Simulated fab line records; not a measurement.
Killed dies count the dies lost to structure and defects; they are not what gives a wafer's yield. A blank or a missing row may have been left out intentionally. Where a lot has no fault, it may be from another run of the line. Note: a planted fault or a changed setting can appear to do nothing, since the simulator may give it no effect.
Which tool was responsible? :: flow sky130 :: Sampling: 24 lots, 72 wafers, 6 of 708 route steps

WHAT EACH GAUGE READ, for each wafer
SKY_VIA1_OVL_MEAS_13. Usual: VIA1_OVL -1 nm, standard deviation 5.2.
lot: L074
measured: day 34 14:39
on: overlay-01
VIA1_OVL (nm): -2 4 0
flag: 

lot: L075
measured: day 34 16:55
on: overlay-02
VIA1_OVL (nm): -2 0 -3
flag: 

lot: L076
measured: day 34 17:16
on: overlay-01
VIA1_OVL (nm): -1 -3 -4
flag: 

lot: L077
measured: day 34 19:39
on: overlay-01
VIA1_OVL (nm): 0 2 4
flag: 

lot: L078
measured: day 35 06:52
on: overlay-02
VIA1_OVL (nm): -1 3 4
flag: 

lot: L079
measured: day 35 13:43
on: overlay-01
VIA1_OVL (nm): 5 6 1
flag: 

lot: L080
measured: day 35 20:07
on: overlay-01
VIA1_OVL (nm): 1 5 3
flag: 

lot: L081
measured: day 36 05:48
on: overlay-02
VIA1_OVL (nm): 8 -1 4
flag: 

lot: L082
measured: day 36 15:28
on: overlay-02
VIA1_OVL (nm): -3 -9 -1
flag: 

lot: L083
measured: day 36 21:06
on: overlay-01
VIA1_OVL (nm): -7 2 5
flag: 

lot: L084
measured: day 37 05:05
on: overlay-02
VIA1_OVL (nm): -6 2 -7
flag: 

lot: L085
measured: day 37 10:22
on: overlay-02
VIA1_OVL (nm): -1 -1 1
flag: 

lot: L086
measured: day 37 16:40
on: overlay-01
VIA1_OVL (nm): -4 -1 5
flag: 

lot: L087
measured: day 38 07:09
on: overlay-02
VIA1_OVL (nm): 0 3 3
flag: 

lot: L088
measured: day 38 07:40
on: overlay-01
VIA1_OVL (nm): 7 2 2
flag: 

lot: L089
measured: day 38 14:03
on: overlay-02
VIA1_OVL (nm): -8 -11 -16
flag: 

lot: L090
measured: day 38 23:33
on: overlay-02
VIA1_OVL (nm): 12 0 14
flag: 

lot: L091
measured: day 39 04:04
on: overlay-02
VIA1_OVL (nm): 10 5 2
flag: 

lot: L092
measured: day 39 16:49
on: overlay-02
VIA1_OVL (nm): 7 5 11
flag: 

lot: L093
measured: day 40 03:13
on: overlay-02
VIA1_OVL (nm): -5 5 2
flag: 

lot: L094
measured: day 40 10:22
on: overlay-02
VIA1_OVL (nm): -10 -1 -7
flag: 

lot: L095
measured: day 40 23:49
on: overlay-02
VIA1_OVL (nm): -1 5 3
flag: 

lot: L096
measured: day 41 01:55
on: overlay-01
VIA1_OVL (nm): -4 -2 1
flag: 

lot: L097
measured: day 41 17:01
on: overlay-01
VIA1_OVL (nm): -1 -3 -7
flag: 

SKY_CAPM_RS_MEAS_03: uses a four-point probe to measure. Usual: CAPM_TIN_RS 7.25 ohm/sq, standard deviation 0.087.
lot: L074
measured: day 36 22:56
on: film-metro-01
CAPM_TIN_RS (ohm/sq): 7.33 7.23 7.31
flag: 

lot: L075
measured: day 37 00:54
on: film-metro-02
CAPM_TIN_RS (ohm/sq): 7.20 7.23 7.22
flag: 

lot: L076
measured: day 37 02:42
on: film-metro-02
CAPM_TIN_RS (ohm/sq): 7.33 7.21 7.23
flag: 

lot: L077
measured: day 37 03:47
on: film-metro-01
CAPM_TIN_RS (ohm/sq): 7.26 7.13 7.27
flag: 

lot: L078
measured: day 37 15:27
on: film-metro-04
CAPM_TIN_RS (ohm/sq): 7.32 7.26 7.35
flag: 

lot: L079
measured: day 37 22:28
on: film-metro-02
CAPM_TIN_RS (ohm/sq): 7.25 7.34 7.31
flag: 

lot: L080
measured: day 38 05:07
on: film-metro-01
CAPM_TIN_RS (ohm/sq): 7.27 7.29 7.30
flag: 

lot: L081
measured: day 38 13:48
on: film-metro-02
CAPM_TIN_RS (ohm/sq): 7.08 7.30 7.24
flag: 

lot: L082
measured: day 38 23:01
on: film-metro-01
CAPM_TIN_RS (ohm/sq): 7.25 7.33 7.33
flag: 

lot: L083
measured: day 39 05:13
on: film-metro-04
CAPM_TIN_RS (ohm/sq): 7.10 7.22 7.12
flag: 

lot: L084
measured: day 39 12:05
on: film-metro-04
CAPM_TIN_RS (ohm/sq): 7.13 7.30 7.19
flag: 

lot: L085
measured: day 39 17:28
on: film-metro-04
CAPM_TIN_RS (ohm/sq): 7.29 7.13 7.19
flag: 

lot: L086
measured: day 39 23:41
on: film-metro-04
CAPM_TIN_RS (ohm/sq): 7.19 7.22 7.10
flag: 

lot: L087
measured: day 40 11:59
on: film-metro-02
CAPM_TIN_RS (ohm/sq): 7.12 7.24 7.21
flag: 

lot: L088
measured: day 40 13:53
on: film-metro-01
CAPM_TIN_RS (ohm/sq): 7.27 7.31 7.33
flag: 

lot: L089
measured: day 40 19:13
on: film-metro-04
CAPM_TIN_RS (ohm/sq): 7.36 7.35 7.34
flag: 

lot: L090
measured: day 41 06:07
on: film-metro-02
CAPM_TIN_RS (ohm/sq): 7.17 7.25 7.26
flag: 

lot: L091
measured: day 41 09:19
on: film-metro-02
CAPM_TIN_RS (ohm/sq): 7.07 7.18 7.26
flag: 

lot: L092
measured: day 41 21:43
on: film-metro-02
CAPM_TIN_RS (ohm/sq): 7.24 7.14 7.23
flag: 

lot: L093
measured: day 42 07:09
on: film-metro-01
CAPM_TIN_RS (ohm/sq): 7.19 7.20 7.22
flag: 

lot: L094
measured: day 42 14:20
on: film-metro-02
CAPM_TIN_RS (ohm/sq): 7.41 7.49 7.45
flag: 

lot: L095
measured: day 43 05:48
on: film-metro-01
CAPM_TIN_RS (ohm/sq): 7.33 7.29 7.25
flag: 

lot: L096
measured: day 43 06:10
on: film-metro-02
CAPM_TIN_RS (ohm/sq): 7.17 7.08 7.19
flag: 

lot: L097
measured: day 43 20:48
on: film-metro-02
CAPM_TIN_RS (ohm/sq): 7.27 7.36 7.36
flag: 

SKY_VIA4_OVL_MEAS_11. Usual: VIA4_OVL 0.0 nm, standard deviation 1.5.
lot: L074
measured: day 43 07:32
on: overlay-02
VIA4_OVL (nm): 0.8 -0.8 0.6
flag: 

lot: L075
measured: day 43 08:27
on: overlay-01
VIA4_OVL (nm): -0.1 0.9 -0.3
flag: 

lot: L076
measured: day 43 09:14
on: overlay-02
VIA4_OVL (nm): 1.6 -0.6 0.8
flag: 

lot: L077
measured: day 43 10:14
on: overlay-01
VIA4_OVL (nm): -1.3 -3.7 -1.8
flag: 

lot: L078
measured: day 43 19:30
on: overlay-01
VIA4_OVL (nm): -1.8 0.3 -0.3
flag: 

lot: L079
measured: day 44 02:58
on: overlay-01
VIA4_OVL (nm): 1.3 1.5 -2.9
flag: 

lot: L080
measured: day 44 09:41
on: overlay-02
VIA4_OVL (nm): -2.7 -3.1 -1.4
flag: 

lot: L081
measured: day 44 17:02
on: overlay-01
VIA4_OVL (nm): 1.8 0.7 -0.2
flag: 

lot: L082
measured: day 44 23:06
on: overlay-02
VIA4_OVL (nm): 0.5 -0.8 0.2
flag: 

lot: L083
measured: day 45 04:56
on: overlay-01
VIA4_OVL (nm): -0.8 -2.5 0.0
flag: 

lot: L084
measured: day 45 12:41
on: overlay-02
VIA4_OVL (nm): 1.4 -0.4 -1.3
flag: 

lot: L085
measured: day 45 17:21
on: overlay-02
VIA4_OVL (nm): -2.0 -0.1 0.2
flag: 

lot: L086
measured: day 45 20:56
on: overlay-01
VIA4_OVL (nm): 1.4 -0.1 1.8
flag: 

lot: L087
measured: day 46 09:42
on: overlay-02
VIA4_OVL (nm): 3.7 0.7 2.2
flag: 

lot: L088
measured: day 46 11:45
on: overlay-01
VIA4_OVL (nm): -0.7 -0.8 1.0
flag: 

lot: L089
measured: day 46 14:41
on: overlay-02
VIA4_OVL (nm): 2.4 1.9 2.8
flag: 

lot: L090
measured: day 47 00:23
on: overlay-01
VIA4_OVL (nm): -1.3 2.5 1.5
flag: 

lot: L091
measured: day 47 03:48
on: overlay-02
VIA4_OVL (nm): 1.2 0.2 1.1
flag: 

lot: L092
measured: day 47 13:59
on: overlay-01
VIA4_OVL (nm): -0.4 -0.4 -1.4
flag: 

lot: L093
measured: day 47 20:45
on: overlay-01
VIA4_OVL (nm): 0.0 0.3 1.2
flag: 

lot: L094
measured: day 48 02:59
on: overlay-02
VIA4_OVL (nm): -1.4 -1.7 -1.8
flag: 

lot: L095
measured: day 48 16:41
on: overlay-02
VIA4_OVL (nm): -1.5 -1.0 -1.0
flag: 

lot: L096
measured: day 48 16:23
on: overlay-01
VIA4_OVL (nm): 2.3 -0.4 0.5
flag: 

lot: L097
measured: day 49 04:21
on: overlay-02
VIA4_OVL (nm): 0.5 0.9 -0.3
flag: 

WHAT TOOL EACH LOT RAN ON (gives the tool, then ch and the chambers of the sampled wafers, and finally the start)
lot: L074
SKY_METAL3_STRIP_19: plasma-asher-04 ch 1, day 39 03:49
SKY_VIA3_ETCH_15: rie-diel-04 ch 1,2,3, day 40 04:56
SKY_METAL4_ETCH_17: rie-diel-02 ch 0,1,3, day 42 07:37

lot: L075
SKY_METAL3_STRIP_19: plasma-asher-04 ch 0,1, day 39 04:10
SKY_VIA3_ETCH_15: rie-diel-01 ch 1,2,3, day 40 06:28
SKY_METAL4_ETCH_17: rie-diel-03 ch 0,2,3, day 42 07:58

lot: L076
SKY_METAL3_STRIP_19: plasma-asher-04 ch 0,1, day 39 05:04
SKY_VIA3_ETCH_15: rie-diel-03 ch 0,2, day 40 07:14
SKY_METAL4_ETCH_17: rie-diel-04 ch 1,2,3, day 42 08:19

lot: L077
SKY_METAL3_STRIP_19: plasma-asher-03 ch 0,1, day 39 05:25
SKY_VIA3_ETCH_15: rie-diel-04 ch 1,2,3, day 40 07:35
SKY_METAL4_ETCH_17: rie-diel-02 ch 0,2,3, day 42 09:43

lot: L078
SKY_METAL3_STRIP_19: plasma-asher-04 ch 0,1, day 39 18:19
SKY_VIA3_ETCH_15: rie-diel-01 ch 0,3, day 40 19:32
SKY_METAL4_ETCH_17: rie-diel-04 ch 1,2,3, day 42 19:58

lot: L079
SKY_METAL3_STRIP_19: plasma-asher-03 ch 0,1, day 40 00:41
SKY_VIA3_ETCH_15: rie-diel-04 ch 2,3, day 41 02:20
SKY_METAL4_ETCH_17: rie-diel-02 ch 0,2,3, day 43 03:20

lot: L080
SKY_METAL3_STRIP_19: plasma-asher-02 ch 0,1, day 40 07:38
SKY_VIA3_ETCH_15: rie-diel-04 ch 1,2,3, day 41 08:53
SKY_METAL4_ETCH_17: rie-diel-02 ch 1,2,3, day 43 10:13

lot: L081
SKY_METAL3_STRIP_19: plasma-asher-03 ch 0,1, day 40 16:04
SKY_VIA3_ETCH_15: rie-diel-04 ch 1,2,3, day 41 16:26
SKY_METAL4_ETCH_17: rie-diel-04 ch 0,2,3, day 43 17:40

lot: L082
SKY_METAL3_STRIP_19: plasma-asher-03 ch 0,1, day 40 23:38
SKY_VIA3_ETCH_15: rie-diel-01 ch 0,1, day 42 01:05
SKY_METAL4_ETCH_17: rie-diel-04 ch 1,2, day 44 00:23

lot: L083
SKY_METAL3_STRIP_19: plasma-asher-04 ch 0,1, day 41 05:55
SKY_VIA3_ETCH_15: rie-diel-04 ch 1,3, day 42 07:14
SKY_METAL4_ETCH_17: rie-diel-02 ch 0,2,3, day 44 06:46

lot: L084
SKY_METAL3_STRIP_19: plasma-asher-02 ch 0,1, day 41 13:16
SKY_VIA3_ETCH_15: rie-diel-03 ch 0,3, day 42 14:05
SKY_METAL4_ETCH_17: rie-diel-04 ch 0,2,3, day 44 13:35

lot: L085
SKY_METAL3_STRIP_19: plasma-asher-04 ch 0,1, day 41 17:53
SKY_VIA3_ETCH_15: rie-diel-01 ch 2,3, day 42 18:38
SKY_METAL4_ETCH_17: rie-diel-03 ch 0,3, day 44 17:52

lot: L086
SKY_METAL3_STRIP_19: plasma-asher-04 ch 0,1, day 41 23:29
SKY_VIA3_ETCH_15: rie-diel-03 ch 0,2, day 43 00:29
SKY_METAL4_ETCH_17: rie-diel-04 ch 0,1,2, day 44 22:28

lot: L087
SKY_METAL3_STRIP_19: plasma-asher-03 ch 0,1, day 42 12:34
SKY_VIA3_ETCH_15: rie-diel-01 ch 2,3, day 43 13:02
SKY_METAL4_ETCH_17: rie-diel-02 ch 0,1,2, day 45 10:42

lot: L088
SKY_METAL3_STRIP_19: plasma-asher-02 ch 0,1, day 42 13:56
SKY_VIA3_ETCH_15: rie-diel-01 ch 0,3, day 43 14:18
SKY_METAL4_ETCH_17: rie-diel-03 ch 1,3, day 45 12:40

lot: L089
SKY_METAL3_STRIP_19: plasma-asher-04 ch 0,1, day 42 18:34
SKY_VIA3_ETCH_15: rie-diel-03 ch 1,2, day 43 18:35
SKY_METAL4_ETCH_17: rie-diel-02 ch 0,1,2, day 45 16:43

lot: L090
SKY_METAL3_STRIP_19: plasma-asher-04 ch 0,1, day 43 05:49
SKY_VIA3_ETCH_15: rie-diel-03 ch 0,2,3, day 44 05:32
SKY_METAL4_ETCH_17: rie-diel-04 ch 0,2,3, day 46 02:35

lot: L091
SKY_METAL3_STRIP_19: plasma-asher-04 ch 0,1, day 43 08:40
SKY_VIA3_ETCH_15: rie-diel-04 ch 0,1,3, day 44 08:20
SKY_METAL4_ETCH_17: rie-diel-04 ch 0,1,3, day 46 06:21

lot: L092
SKY_METAL3_STRIP_19: plasma-asher-02 ch 0,1, day 43 21:10
SKY_VIA3_ETCH_15: rie-diel-04 ch 0,2, day 44 20:17
SKY_METAL4_ETCH_17: rie-diel-03 ch 0,1,3, day 46 17:19

lot: L093
SKY_METAL3_STRIP_19: plasma-asher-04 ch 0,1, day 44 05:31
SKY_VIA3_ETCH_15: rie-diel-03 ch 0,2,3, day 45 03:53
SKY_METAL4_ETCH_17: rie-diel-02 ch 0,1,3, day 47 00:11

lot: L094
SKY_METAL3_STRIP_19: plasma-asher-03 ch 0,1, day 44 12:00
SKY_VIA3_ETCH_15: rie-diel-03 ch 0,1,3, day 45 10:08
SKY_METAL4_ETCH_17: rie-diel-02 ch 0,1,3, day 47 06:32

lot: L095
SKY_METAL3_STRIP_19: plasma-asher-02 ch 0,1, day 45 03:07
SKY_VIA3_ETCH_15: rie-diel-01 ch 0,2,3, day 46 02:26
SKY_METAL4_ETCH_17: rie-diel-04 ch 0,1, day 47 20:33

lot: L096
SKY_METAL3_STRIP_19: plasma-asher-03 ch 0,1, day 45 03:28
SKY_VIA3_ETCH_15: rie-diel-03 ch 0,2,3, day 46 02:44
SKY_METAL4_ETCH_17: rie-diel-02 ch 0,2, day 47 20:28

lot: L097
SKY_METAL3_STRIP_19: plasma-asher-04 ch 0,1, day 45 17:44
SKY_VIA3_ETCH_15: rie-diel-01 ch 0,2,3, day 46 15:14
SKY_METAL4_ETCH_17: rie-diel-04 ch 1,2,3, day 48 08:49
- SKY_METAL3_STRIP_19: strips in O2/N2.
- SKY_VIA3_ETCH_15: etches SiO2 in C4F8/O2/Ar, stops on TiN, target depth 507 nm, time 78 s.
- SKY_METAL4_ETCH_17: etches SiO2 in C4F8/O2/Ar, stops on TiN, time 3.9 s, target depth 15 nm.

AS READ BY THE TOOLS THEMSELVES (means over the sampled wafers that have a number; for cases with no such wafer, the mark the record gives instead)
SKY_METAL3_STRIP_19. Usual: drypump-motor-current-A 5.4 A, standard deviation 0.42; oes-product-au 0.500 a.u., standard deviation 0.0066; strip-time-to-endpoint-s 6.48 s, standard deviation 0.12.
lot: L074
tool: plasma-asher-04
drypump-motor-current-A (A): 5.2
oes-product-au (a.u.): 0.507
strip-time-to-endpoint-s (s): 6.69
flag: 

lot: L075
tool: plasma-asher-04
drypump-motor-current-A (A): 5.1
oes-product-au (a.u.): 0.501
strip-time-to-endpoint-s (s): 6.52
flag: 

lot: L076
tool: plasma-asher-04
drypump-motor-current-A (A): 5.1
oes-product-au (a.u.): 0.497
strip-time-to-endpoint-s (s): 6.38
flag: 

lot: L077
tool: plasma-asher-03
drypump-motor-current-A (A): 5.5
oes-product-au (a.u.): 0.507
strip-time-to-endpoint-s (s): 6.61
flag: 

lot: L078
tool: plasma-asher-04
drypump-motor-current-A (A): 5.1
oes-product-au (a.u.): 0.495
strip-time-to-endpoint-s (s): 6.36
flag: 

lot: L079
tool: plasma-asher-03
drypump-motor-current-A (A): 5.7
oes-product-au (a.u.): 0.495
strip-time-to-endpoint-s (s): 6.35
flag: 

lot: L080
tool: plasma-asher-02
drypump-motor-current-A (A): 5.4
oes-product-au (a.u.): 0.502
strip-time-to-endpoint-s (s): 6.59
flag: 

lot: L081
tool: plasma-asher-03
drypump-motor-current-A (A): 5.5
oes-product-au (a.u.): 0.505
strip-time-to-endpoint-s (s): 6.63
flag: 

lot: L082
tool: plasma-asher-03
drypump-motor-current-A (A): 5.7
oes-product-au (a.u.): 0.502
strip-time-to-endpoint-s (s): 6.45
flag: 

lot: L083
tool: plasma-asher-04
drypump-motor-current-A (A): 5.1
oes-product-au (a.u.): 0.501
strip-time-to-endpoint-s (s): 6.58
flag: 

lot: L084
tool: plasma-asher-02
drypump-motor-current-A (A): 5.4
oes-product-au (a.u.): 0.492
strip-time-to-endpoint-s (s): 6.41
flag: 

lot: L085
tool: plasma-asher-04
drypump-motor-current-A (A): 5.1
oes-product-au (a.u.): 0.506
strip-time-to-endpoint-s (s): 6.60
flag: 

lot: L086
tool: plasma-asher-04
drypump-motor-current-A (A): 5.1
oes-product-au (a.u.): 0.498
strip-time-to-endpoint-s (s): 6.50
flag: 

lot: L087
tool: plasma-asher-03
drypump-motor-current-A (A): 5.8
oes-product-au (a.u.): 0.502
strip-time-to-endpoint-s (s): 6.52
flag: 

lot: L088
tool: plasma-asher-02
drypump-motor-current-A (A): 5.7
oes-product-au (a.u.): 0.497
strip-time-to-endpoint-s (s): 6.45
flag: 

lot: L089
tool: plasma-asher-04
drypump-motor-current-A (A): 5.1
oes-product-au (a.u.): 0.495
strip-time-to-endpoint-s (s): 6.39
flag: 

lot: L090
tool: plasma-asher-04
drypump-motor-current-A (A): 5.1
oes-product-au (a.u.): 0.500
strip-time-to-endpoint-s (s): 6.38
flag: 

lot: L091
tool: plasma-asher-04
drypump-motor-current-A (A): 5.1
oes-product-au (a.u.): 0.503
strip-time-to-endpoint-s (s): 6.52
flag: 

lot: L092
tool: plasma-asher-02
drypump-motor-current-A (A): 5.7
oes-product-au (a.u.): 0.505
strip-time-to-endpoint-s (s): 6.60
flag: 

lot: L093
tool: plasma-asher-04
drypump-motor-current-A (A): 5.1
oes-product-au (a.u.): 0.504
strip-time-to-endpoint-s (s): 6.55
flag: 

lot: L094
tool: plasma-asher-03
drypump-motor-current-A (A): 5.5
oes-product-au (a.u.): 0.494
strip-time-to-endpoint-s (s): 6.43
flag: 

lot: L095
tool: plasma-asher-02
drypump-motor-current-A (A): 5.4
oes-product-au (a.u.): 0.496
strip-time-to-endpoint-s (s): 6.42
flag: 

lot: L096
tool: plasma-asher-03
drypump-motor-current-A (A): 5.5
oes-product-au (a.u.): 0.493
strip-time-to-endpoint-s (s): 6.35
flag: 

lot: L097
tool: plasma-asher-04
drypump-motor-current-A (A): 5.1
oes-product-au (a.u.): 0.502
strip-time-to-endpoint-s (s): 6.42
flag: 

SKY_VIA3_ETCH_15. Usual: oes-product-au 0.941 a.u., standard deviation 0.0049.
lot: L074
tool: rie-diel-04
oes-product-au (a.u.): 0.938
flag: 

lot: L075
tool: rie-diel-01
oes-product-au (a.u.): 0.943
flag: 

lot: L076
tool: rie-diel-03
oes-product-au (a.u.): 0.945
flag: 

lot: L077
tool: rie-diel-04
oes-product-au (a.u.): 0.941
flag: 

lot: L078
tool: rie-diel-01
oes-product-au (a.u.): 0.940
flag: 

lot: L079
tool: rie-diel-04
oes-product-au (a.u.): 0.942
flag: 

lot: L080
tool: rie-diel-04
oes-product-au (a.u.): 0.935
flag: 

lot: L081
tool: rie-diel-04
oes-product-au (a.u.): 0.932
flag: 

lot: L082
tool: rie-diel-01
oes-product-au (a.u.): 0.937
flag: 

lot: L083
tool: rie-diel-04
oes-product-au (a.u.): 0.943
flag: 

lot: L084
tool: rie-diel-03
oes-product-au (a.u.): 0.941
flag: 

lot: L085
tool: rie-diel-01
oes-product-au (a.u.): 0.942
flag: 

lot: L086
tool: rie-diel-03
oes-product-au (a.u.): 0.939
flag: 

lot: L087
tool: rie-diel-01
oes-product-au (a.u.): 0.943
flag: 

lot: L088
tool: rie-diel-01
oes-product-au (a.u.): 0.940
flag: 

lot: L089
tool: rie-diel-03
oes-product-au (a.u.): 0.946
flag: 

lot: L090
tool: rie-diel-03
oes-product-au (a.u.): 0.936
flag: 

lot: L091
tool: rie-diel-04
oes-product-au (a.u.): 0.943
flag: 

lot: L092
tool: rie-diel-04
oes-product-au (a.u.): 0.941
flag: 

lot: L093
tool: rie-diel-03
oes-product-au (a.u.): 0.939
flag: 

lot: L094
tool: rie-diel-03
oes-product-au (a.u.): 0.944
flag: 

lot: L095
tool: rie-diel-01
oes-product-au (a.u.): 0.940
flag: 

lot: L096
tool: rie-diel-03
oes-product-au (a.u.): 0.941
flag: 

lot: L097
tool: rie-diel-01
oes-product-au (a.u.): 0.940
flag: 

SKY_METAL4_ETCH_17. Usual: oes-product-au 0.754 a.u., standard deviation 0.0073.
lot: L074
tool: rie-diel-02
oes-product-au (a.u.): 0.754
flag: 

lot: L075
tool: rie-diel-03
oes-product-au (a.u.): 0.764
flag: 

lot: L076
tool: rie-diel-04
oes-product-au (a.u.): 0.757
flag: 

lot: L077
tool: rie-diel-02
oes-product-au (a.u.): 0.757
flag: 

lot: L078
tool: rie-diel-04
oes-product-au (a.u.): 0.758
flag: 

lot: L079
tool: rie-diel-02
oes-product-au (a.u.): 0.762
flag: 

lot: L080
tool: rie-diel-02
oes-product-au (a.u.): 0.750
flag: 

lot: L081
tool: rie-diel-04
oes-product-au (a.u.): 0.756
flag: 

lot: L082
tool: rie-diel-04
oes-product-au (a.u.): 0.752
flag: 

lot: L083
tool: rie-diel-02
oes-product-au (a.u.): 0.754
flag: 

lot: L084
tool: rie-diel-04
oes-product-au (a.u.): 0.754
flag: 

lot: L085
tool: rie-diel-03
oes-product-au (a.u.): 0.755
flag: 

lot: L086
tool: rie-diel-04
oes-product-au (a.u.): 0.749
flag: 

lot: L087
tool: rie-diel-02
oes-product-au (a.u.): 0.763
flag: 

lot: L088
tool: rie-diel-03
oes-product-au (a.u.): 0.756
flag: 

lot: L089
tool: rie-diel-02
oes-product-au (a.u.): 0.752
flag: 

lot: L090
tool: rie-diel-04
oes-product-au (a.u.): 0.748
flag: 

lot: L091
tool: rie-diel-04
oes-product-au (a.u.): 0.754
flag: 

lot: L092
tool: rie-diel-03
oes-product-au (a.u.): 0.756
flag: 

lot: L093
tool: rie-diel-02
oes-product-au (a.u.): 0.759
flag: 

lot: L094
tool: rie-diel-02
oes-product-au (a.u.): 0.751
flag: 

lot: L095
tool: rie-diel-04
oes-product-au (a.u.): 0.749
flag: 

lot: L096
tool: rie-diel-02
oes-product-au (a.u.): 0.756
flag: 

lot: L097
tool: rie-diel-04
oes-product-au (a.u.): 0.757
flag: 

THE ANSWER, worked out from the rows above alone
Rule: lot off if the mean of its wafers having a number is beyond 3 standard deviations from the usual mean. A lot without any number at a reading at which 4 lots or more have one is off too. Any other lot the step has rows for is counted as sound. After the gauges, taken in route order, come the tools' own readings; for these a lot's mean is taken, as printed above. At the first step where some lot is off, the reading lying furthest off is the one used; lots without a number count as furthest.
Nothing can be told from this: no lot is off at any reading shown.

WHAT HAD BEEN PUT IN BY THE SIMULATOR
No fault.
